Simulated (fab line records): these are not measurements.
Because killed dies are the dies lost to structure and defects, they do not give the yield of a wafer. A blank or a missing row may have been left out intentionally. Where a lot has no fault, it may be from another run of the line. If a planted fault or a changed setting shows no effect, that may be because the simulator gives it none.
Split-lot study :: flow sky130 :: route with 708 steps; 5 lots, 23 wafers read

## THE SPLIT ITSELF
At SKY_METAL3_COAT_08 (resist thk 1140 nm), the setting spin_rpm was moved away from the recipe's 3000 rpm on 7 of the 23 wafers read, by -5.2% to +5.0%. All remaining wafers had this setting at the recipe value.

The reading comes from the split's own step.

## THE READING
KrF-thick_of_METAL3_COAT_08.thk_nm (the simulator's own value, which no gauge read), in nm, at SKY_METAL3_COAT_08 (resist thk 1140 nm). No usual value for it is given in the file. The 16 wafers here that ran the recipe average 1140 nm, standard deviation 2.2 nm.

wafer: L077.1
tool, chamber at the split: litho_track-03, 0
spin_rpm as run, rpm: 3000
against the recipe: recipe
KrF-thick_of_METAL3_COAT_08.thk_nm, nm: 1138
against lot-mates on the recipe: -

wafer: L077.4
tool, chamber at the split: litho_track-03, 0
spin_rpm as run, rpm: 3000
against the recipe: recipe
KrF-thick_of_METAL3_COAT_08.thk_nm, nm: 1140
against lot-mates on the recipe: -

wafer: L077.5
tool, chamber at the split: litho_track-03, 0
spin_rpm as run, rpm: 3000
against the recipe: recipe
KrF-thick_of_METAL3_COAT_08.thk_nm, nm: 1136
against lot-mates on the recipe: -

wafer: L079.1
tool, chamber at the split: litho_track-02, 0
spin_rpm as run, rpm: 3000
against the recipe: recipe
KrF-thick_of_METAL3_COAT_08.thk_nm, nm: 1142
against lot-mates on the recipe: -

wafer: L079.2
tool, chamber at the split: litho_track-02, 0
spin_rpm as run, rpm: 3000
against the recipe: recipe
KrF-thick_of_METAL3_COAT_08.thk_nm, nm: 1142
against lot-mates on the recipe: -

wafer: L079.4
tool, chamber at the split: litho_track-02, 0
spin_rpm as run, rpm: 3000
against the recipe: recipe
KrF-thick_of_METAL3_COAT_08.thk_nm, nm: 1142
against lot-mates on the recipe: -

wafer: L079.6
tool, chamber at the split: litho_track-02, 0
spin_rpm as run, rpm: 3000
against the recipe: recipe
KrF-thick_of_METAL3_COAT_08.thk_nm, nm: 1142
against lot-mates on the recipe: -

wafer: L079.5
tool, chamber at the split: litho_track-02, 0
spin_rpm as run, rpm: 3000
against the recipe: recipe
KrF-thick_of_METAL3_COAT_08.thk_nm, nm: 1135
against lot-mates on the recipe: -

wafer: L082.1
tool, chamber at the split: litho_track-04, 0
spin_rpm as run, rpm: 3000
against the recipe: recipe
KrF-thick_of_METAL3_COAT_08.thk_nm, nm: 1142
against lot-mates on the recipe: -

wafer: L082.2
tool, chamber at the split: litho_track-04, 0
spin_rpm as run, rpm: 3000
against the recipe: recipe
KrF-thick_of_METAL3_COAT_08.thk_nm, nm: 1143
against lot-mates on the recipe: -

wafer: L082.4
tool, chamber at the split: litho_track-04, 0
spin_rpm as run, rpm: 3000
against the recipe: recipe
KrF-thick_of_METAL3_COAT_08.thk_nm, nm: 1141
against lot-mates on the recipe: -

wafer: L082.5
tool, chamber at the split: litho_track-04, 0
spin_rpm as run, rpm: 3151
against the recipe: +5.0%
KrF-thick_of_METAL3_COAT_08.thk_nm, nm: 1118
against lot-mates on the recipe: -24

wafer: L082.6
tool, chamber at the split: litho_track-04, 0
spin_rpm as run, rpm: 3151
against the recipe: +5.0%
KrF-thick_of_METAL3_COAT_08.thk_nm, nm: 1115
against lot-mates on the recipe: -27

wafer: L083.1
tool, chamber at the split: litho_track-02, 0
spin_rpm as run, rpm: 2843
against the recipe: -5.2%
KrF-thick_of_METAL3_COAT_08.thk_nm, nm: 1172
against lot-mates on the recipe: +32

wafer: L083.2
tool, chamber at the split: litho_track-02, 0
spin_rpm as run, rpm: 3000
against the recipe: recipe
KrF-thick_of_METAL3_COAT_08.thk_nm, nm: 1141
against lot-mates on the recipe: -

wafer: L083.3
tool, chamber at the split: litho_track-02, 0
spin_rpm as run, rpm: 3000
against the recipe: recipe
KrF-thick_of_METAL3_COAT_08.thk_nm, nm: 1140
against lot-mates on the recipe: -

wafer: L083.4
tool, chamber at the split: litho_track-02, 0
spin_rpm as run, rpm: 3000
against the recipe: recipe
KrF-thick_of_METAL3_COAT_08.thk_nm, nm: 1140
against lot-mates on the recipe: -

wafer: L083.6
tool, chamber at the split: litho_track-02, 0
spin_rpm as run, rpm: 2843
against the recipe: -5.2%
KrF-thick_of_METAL3_COAT_08.thk_nm, nm: 1171
against lot-mates on the recipe: +31

wafer: L085.1
tool, chamber at the split: litho_track-02, 0
spin_rpm as run, rpm: 2859
against the recipe: -4.7%
KrF-thick_of_METAL3_COAT_08.thk_nm, nm: 1172
against lot-mates on the recipe: +31

wafer: L085.2
tool, chamber at the split: litho_track-02, 0
spin_rpm as run, rpm: 3000
against the recipe: recipe
KrF-thick_of_METAL3_COAT_08.thk_nm, nm: 1142
against lot-mates on the recipe: -

wafer: L085.4
tool, chamber at the split: litho_track-02, 0
spin_rpm as run, rpm: 2859
against the recipe: -4.7%
KrF-thick_of_METAL3_COAT_08.thk_nm, nm: 1171
against lot-mates on the recipe: +30

wafer: L085.5
tool, chamber at the split: litho_track-02, 0
spin_rpm as run, rpm: 2859
against the recipe: -4.7%
KrF-thick_of_METAL3_COAT_08.thk_nm, nm: 1169
against lot-mates on the recipe: +28

wafer: L085.6
tool, chamber at the split: litho_track-02, 0
spin_rpm as run, rpm: 3000
against the recipe: recipe
KrF-thick_of_METAL3_COAT_08.thk_nm, nm: 1140
against lot-mates on the recipe: -

THE FIT
A straight line over all 23 wafers: KrF-thick_of_METAL3_COAT_08.thk_nm changes by -5.7 nm for each +1% of spin_rpm; r = -0.99; the points scatter about the line by 2.7 nm.
The same after taking each lot's own level away (the mean of its wafers on the recipe; 23 wafers): -5.77 nm for each +1%; r = -0.99; scatter 2.1 nm.
Per that fit: largest spin_rpm move, reading shift of 30 nm.
From 1138.0 to 1142.0 nm: that is the span of the lots' own levels, equal to 1.8 times the standard deviation above.
The two slopes are in agreement: the lot-to-lot level therefore moves the slope only a little.
Check: +30.8 nm against its lot-mates is what the line predicts for one of the wafers moved furthest among these (-5.2%) when that wafer is left out of the fit. Against them it came out at +31.7 nm.

## FURTHER SPLITS ON THESE WAFERS
Note: prior to the reading, these wafers also went through further splits. Each is held against what the fit with the lots' levels taken away leaves over:
other split on the same wafers: SKY_VIA2_ETCH_14 bias_w
wafers away from the commonest value: 8
r with KrF-thick_of_METAL3_COAT_08.thk_nm (lot level and that fit taken away): -0.28

other split on the same wafers: SKY_CAPM_SPUTTER_02 time_s
wafers away from the commonest value: 4
r with KrF-thick_of_METAL3_COAT_08.thk_nm (lot level and that fit taken away): -0.14

## THE FILE'S OWN FIT
KrF-thick_of_METAL3_COAT_08.thk_nm changes by -5.78 nm for each +1% of spin_rpm, r = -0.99.
